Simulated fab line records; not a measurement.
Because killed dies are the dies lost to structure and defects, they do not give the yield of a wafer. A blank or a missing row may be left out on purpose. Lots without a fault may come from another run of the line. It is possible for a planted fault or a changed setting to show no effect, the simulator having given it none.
Which of the tools did it? -- flow gf180mcu -- 39 wafers from 13 lots sampled at 5 of the route's 602 steps

WHAT THE GAUGES READ, wafer by wafer
GF_POLY_GATE_THK_MEAS_01. Usual: POLY_GATE_CVD_00_THK 200.1 nm, standard deviation 2.2.
lot,measured,on,POLY_GATE_CVD_00_THK (nm),flag
L219,day 8 09:08,film_metro-03,198.6 199.7 200.7,
L220,day 8 15:31,film_metro-03,196.1 196.3 197.5,
L221,day 9 01:29,film_metro-02,198.3 198.7 199.6,
L222,day 9 07:19,film_metro-04,203.1 202.0 200.8,
L224,day 9 22:03,film_metro-02,218.9 218.0 218.4,OFF
L225,day 10 06:22,film_metro-02,218.7 218.1 219.3,OFF
L235,day 13 04:40,film_metro-04,200.3 201.1 201.8,
L236,day 13 11:53,film_metro-02,201.2 202.0 202.8,
L237,day 13 21:04,film_metro-04,205.0 205.3 203.0,
L238,day 14 00:07,film_metro-03,199.9 201.2 199.3,
L240,day 14 18:11,film_metro-03,203.5 204.1 203.2,
L241,day 15 02:21,film_metro-02,199.2 199.2 200.6,
L242,day 15 02:22,film_metro-03,204.1 201.3 201.7,

GF_HV_LDD_CD_MEAS_07: the cd target is 400 nm. Usual: cd_nm reads 400.1 nm (standard deviation 2.4).
lot,measured,on,cd_nm (nm),flag
L219,day 9 20:55,cd_sem-02,403.7 404.9 405.6,
L220,day 10 03:52,cd_sem-01,398.3 397.8 399.7,
L221,day 10 14:16,cd_sem-02,400.4 400.3 397.2,
L222,day 10 20:13,cd_sem-02,402.4 404.9 403.0,
L224,day 11 13:11,cd_sem-01,396.9 399.8 400.5,
L225,day 11 21:40,cd_sem-01,400.0 399.9 399.8,
L235,day 14 23:10,cd_sem-01,399.2 396.9 399.6,
L236,day 15 09:52,cd_sem-01,403.7 400.5 404.9,
L237,day 15 22:27,cd_sem-02,397.9 400.3 399.7,
L238,day 15 22:58,cd_sem-02,399.3 399.2 400.2,
L240,day 16 14:19,cd_sem-01,398.0 397.4 398.6,
L241,day 17 02:26,cd_sem-01,401.1 403.1 402.6,
L242,day 17 02:34,cd_sem-01,402.8 403.9 402.7,

GF_HV_LDD_CD_MEAS_46: the cd target is 400 nm. Usual: cd_nm reads 398.4 nm (standard deviation 2.2).
lot,measured,on,cd_nm (nm),flag
L219,day 12 04:37,cd_sem-02,393.8 394.0 391.9,
L220,day 12 12:28,cd_sem-02,398.1 399.5 399.6,
L221,day 12 23:25,cd_sem-01,395.7 395.6 396.5,
L222,day 13 07:28,cd_sem-01,398.8 398.2 398.8,
L224,day 14 01:56,cd_sem-01,398.0 398.8 398.3,
L225,day 14 10:25,cd_sem-02,396.9 397.5 398.0,
L235,day 17 17:04,cd_sem-02,397.8 397.6 398.5,
L236,day 18 06:49,cd_sem-01,401.8 400.6 403.6,
L237,day 18 20:30,cd_sem-01,397.4 400.3 398.9,
L238,day 18 20:55,cd_sem-01,399.1 403.5 402.5,
L240,day 19 14:40,cd_sem-02,399.4 397.9 398.1,
L241,day 20 04:08,cd_sem-01,397.5 399.1 399.2,
L242,day 20 04:15,cd_sem-02,399.3 396.5 397.3,

TOOL THAT RAN EACH LOT (tool first, then ch and the chambers of the sampled wafers, then the start)
lot,GF_STI_STRIP_15,GF_POLY_GATE_CVD_00
L219,"plasma_asher-03 ch 0,1, day 2 01:59","lpcvd-01 ch 1, day 8 07:08"
L220,"plasma_asher-04 ch 0,1, day 2 06:31","lpcvd-01 ch 1, day 8 13:29"
L221,"plasma_asher-03 ch 0,1, day 2 12:11","lpcvd-01 ch 0, day 8 23:29"
L222,"plasma_asher-01 ch 0,1, day 2 16:59","lpcvd-02 ch 1, day 9 05:56"
L224,"plasma_asher-03 ch 0,1, day 3 05:24","lpcvd-01 ch 0, day 9 20:02"
L225,"plasma_asher-01 ch 0,1, day 3 08:38","lpcvd-01 ch 1, day 10 04:22"
L235,"plasma_asher-03 ch 0,1, day 5 12:02","lpcvd-01 ch 1, day 13 03:19"
L236,"plasma_asher-04 ch 0,1, day 5 16:44","lpcvd-02 ch 1, day 13 10:34"
L237,"plasma_asher-03 ch 0,1, day 6 00:02","lpcvd-02 ch 1, day 13 19:42"
L238,"plasma_asher-03 ch 0,1, day 6 03:02","lpcvd-01 ch 1, day 13 22:46"
L240,"plasma_asher-04 ch 0,1, day 6 15:11","lpcvd-02 ch 0, day 14 16:52"
L241,"plasma_asher-01 ch 0,1, day 6 19:26","lpcvd-02 ch 1, day 15 01:01"
L242,"plasma_asher-01 ch 0,1, day 6 22:40","lpcvd-02 ch 0, day 15 01:01"
- GF_STI_STRIP_15: strips in O2/N2.
- GF_POLY_GATE_CVD_00: deposits poly-Si, target thk 200 nm, time 1200 s.

WHAT THE TOOLS THEMSELVES READ (means of the sampled wafers that have a number; where no wafer has one, the mark that the record gives instead)
GF_STI_STRIP_15. Usual: drypump_motor_current_A 5.7 A, standard deviation 0.46; heater_power_w 328 W, standard deviation 16; oes_product_au 0.384 a.u., standard deviation 0.0053; platen_temp_c 250.00 C, standard deviation 0.18; strip_time_to_endpoint_s 3.73 s, standard deviation 0.04.
lot,tool,drypump_motor_current_A (A),heater_power_w (W),oes_product_au (a.u.),platen_temp_c (C),strip_time_to_endpoint_s (s),flag
L219,plasma_asher-03,5.2,320,0.383,250.13,3.73,
L220,plasma_asher-04,6.1,320,0.385,249.79,3.71,
L221,plasma_asher-03,5.2,323,0.379,250.18,3.74,
L222,plasma_asher-01,6.0,356,0.388,250.08,3.80,
L224,plasma_asher-03,5.1,320,0.388,250.10,3.75,
L225,plasma_asher-01,5.7,349,0.390,249.99,3.78,
L235,plasma_asher-03,5.2,323,0.382,249.99,3.76,
L236,plasma_asher-04,6.1,315,0.380,250.08,3.72,
L237,plasma_asher-03,5.1,323,0.380,249.86,3.72,
L238,plasma_asher-03,5.1,325,0.382,250.10,3.72,
L240,plasma_asher-04,6.1,324,0.384,249.93,3.70,
L241,plasma_asher-01,5.7,346,0.385,250.08,3.75,
L242,plasma_asher-01,5.9,349,0.383,249.68,3.74,

GF_POLY_GATE_CVD_00. Usual: pressure_mtorr 200.1 mTorr, standard deviation 0.39; spike_tc_bottom_C 643 C, standard deviation 3.1; susceptor_temp_C 620.02 C, standard deviation 0.29; zone_power_lower_pct 8.8 %, standard deviation 0.48; zone_power_upper_pct 9.0 %, standard deviation 0.61.
lot,tool,pressure_mtorr (mTorr),spike_tc_bottom_C (C),susceptor_temp_C (C),zone_power_lower_pct (%),zone_power_upper_pct (%),flag
L219,lpcvd-01,200.3,638,620.07,8.1,8.3,
L220,lpcvd-01,200.2,638,620.23,8.1,8.4,
L221,lpcvd-01,199.9,645,619.79,8.7,9.9,
L222,lpcvd-02,200.3,642,620.25,9.1,9.4,
L224,lpcvd-01,239.7,644,620.13,8.8,9.9,OFF
L225,lpcvd-01,240.1,638,619.97,8.1,8.4,OFF
L235,lpcvd-01,200.8,639,619.83,8.1,8.3,
L236,lpcvd-02,200.2,645,620.37,8.9,9.5,
L237,lpcvd-02,200.3,643,620.00,9.0,9.5,
L238,lpcvd-01,199.9,638,619.76,8.2,8.3,
L240,lpcvd-02,199.7,645,620.17,9.4,8.6,
L241,lpcvd-02,200.4,643,620.32,8.9,9.5,
L242,lpcvd-02,200.3,646,620.12,9.4,8.6,

THE ANSWER, worked out from the rows above alone
Rule: take the mean of a lot's wafers that have a number; if it is more than 3 standard deviations from the usual mean, the lot is off. A lot without any number at a reading at which 4 lots or more have one is off too. Any other lot the step has rows for is counted as sound. Order of review: gauges by route order, followed by the tools' own readings, for which a lot's mean as printed above is used. The first step at which some lot is off is used, and at that step the reading that is off furthest; a lot without a number counts as furthest.
Off: at GF_POLY_GATE_THK_MEAS_01 (POLY_GATE_CVD_00_THK), L224, L225.
If a tool, at a process step before that reading, ran all the lots that are off and no sound lot after the first of them, it fits. Not tried: the gauges at GF_POLY_GATE_THK_MEAS_01; whatever is off there is also off at GF_POLY_GATE_CVD_00, on other tools, and gauge error can't account for it. Not one of the candidates tried fits.

WHAT THE SIMULATOR PUT IN
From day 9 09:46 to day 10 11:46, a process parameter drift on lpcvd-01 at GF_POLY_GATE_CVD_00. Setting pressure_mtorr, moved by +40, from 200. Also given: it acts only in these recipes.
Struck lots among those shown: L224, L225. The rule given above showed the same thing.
